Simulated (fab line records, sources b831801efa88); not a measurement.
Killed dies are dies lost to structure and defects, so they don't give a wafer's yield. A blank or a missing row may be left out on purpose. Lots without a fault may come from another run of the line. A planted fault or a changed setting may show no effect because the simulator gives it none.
A struck lot beside a sound one | flow sky130 | 15 steps out of a route of 708
Sound: wafers L181.1, L181.3, L181.5. Struck: wafers L191.2, L191.5, L191.6. The cause comes at the end.
At each step with rows: each side's tool, then ch and its chambers, then its first start. Under that, the readings that differ: sound wafers | struck wafers | difference of the means | sigmas: that difference in standard deviations of wafers without a fault.
alike: readings whose means differ by less than 2 such deviations, and words and numbers that are the same on both sides. not compared: withheld readings, readings that some wafer has no value for, bounds like >300 that may hide the same value, and numbers for which the record gives no deviation and whose values overlap.
The two part at a step that has a row with sigmas, a row that says differs or no value, or rows on one side only. Numbers that don't overlap but have no deviation are shown without sigmas and don't part them. A reading that every wafer of one side lacks parts them only if that side has two wafers or more.

first, 4 steps without rows for these wafers: SKY_VIA3_STRIP_16 (strips in O2/N2); SKY_VIA3_STRIP_17 (strips in post etch residue remover, time 1200 s); SKY_VIA3_CLEAN_18 (cleans in IPA, time 180 s); SKY_VIA3_CLEAN_19 (cleans in O3/DIW).
SKY_VIA3_SPUTTER_20: material TiN, target thk 20 nm, time 80 s.
  sound on pvd_sputter-02, day 43 06:40; struck on pvd_sputter-01, day 45 04:48
  reading                | sound          | struck         | difference | sigmas
  throttle_valve_pct (%) | 30.9 30.4 30.8 | 28.7 28.9 29.6 | -1.6       | -2
  alike: cathode_dc_power_W
SKY_VIA3_CVD_21: deposits W, target thk 390 nm, time 117.31 s.
  sound on cvd_w-01 ch 0,1, day 43 06:51; struck on cvd_w-01 ch 0,1, day 45 04:52
  alike: heater_power_w
SKY_VIA3_RS_MEAS_22: measures by four-point-probe.
  sound on film_metro-01, day 43 06:59; struck on film_metro-01, day 45 05:00
  alike: VIA3_W_RS
SKY_VIA3_THK_MEAS_23: measures by xrf.
  sound on film_metro-01, day 43 07:06; struck on film_metro-01, day 45 05:07
  alike: VIA3_W_THK
then, 1 step without rows for these wafers: SKY_VIA3_CMP_24 (polishes, stops on SiO2, t overpolish 20 s, target thk 0 nm).
SKY_METAL4_SPUTTER_00: material Ti, target thk 15 nm, time 10 s.
  sound on pvd_sputter-02, day 43 07:31; struck on pvd_sputter-03, day 45 05:28
  alike: cathode_dc_power_W, throttle_valve_pct
SKY_METAL4_SPUTTER_01: material TiN, target thk 20 nm, time 16.7 s.
  sound on pvd_sputter-02, day 43 07:32; struck on pvd_sputter-03, day 45 05:29
  alike: cathode_dc_power_W, throttle_valve_pct
then, 1 step without rows for these wafers: SKY_METAL4_SPUTTER_02 (material AlCu, target thk 735 nm, time 39.1 s).
SKY_METAL4_SPUTTER_03: material Ti, target thk 5 nm, time 3.3 s.
  sound on pvd_sputter-02, day 43 07:35; struck on pvd_sputter-03, day 45 05:33
  reading                | sound                | struck               | difference | sigmas
  cathode_dc_power_W (W) | 2998.8 2998.9 3000.4 | 3109.0 3109.7 3109.3 | +110.0     | +99 or more
  alike: throttle_valve_pct
SKY_METAL4_SPUTTER_04: material TiN, target thk 70 nm, time 58.3 s.
  sound on pvd_sputter-02, day 43 07:37; struck on pvd_sputter-03, day 45 05:34
  alike: cathode_dc_power_W, throttle_valve_pct
SKY_PAD_OPEN_PROBE_99:
  the record has rows for the sound wafers here (prober-02, day 48 17:55) and none for the struck ones

WHERE THEY PART
First at SKY_VIA3_SPUTTER_20; last, within this record, at SKY_PAD_OPEN_PROBE_99.

WHY: what the simulator had put in
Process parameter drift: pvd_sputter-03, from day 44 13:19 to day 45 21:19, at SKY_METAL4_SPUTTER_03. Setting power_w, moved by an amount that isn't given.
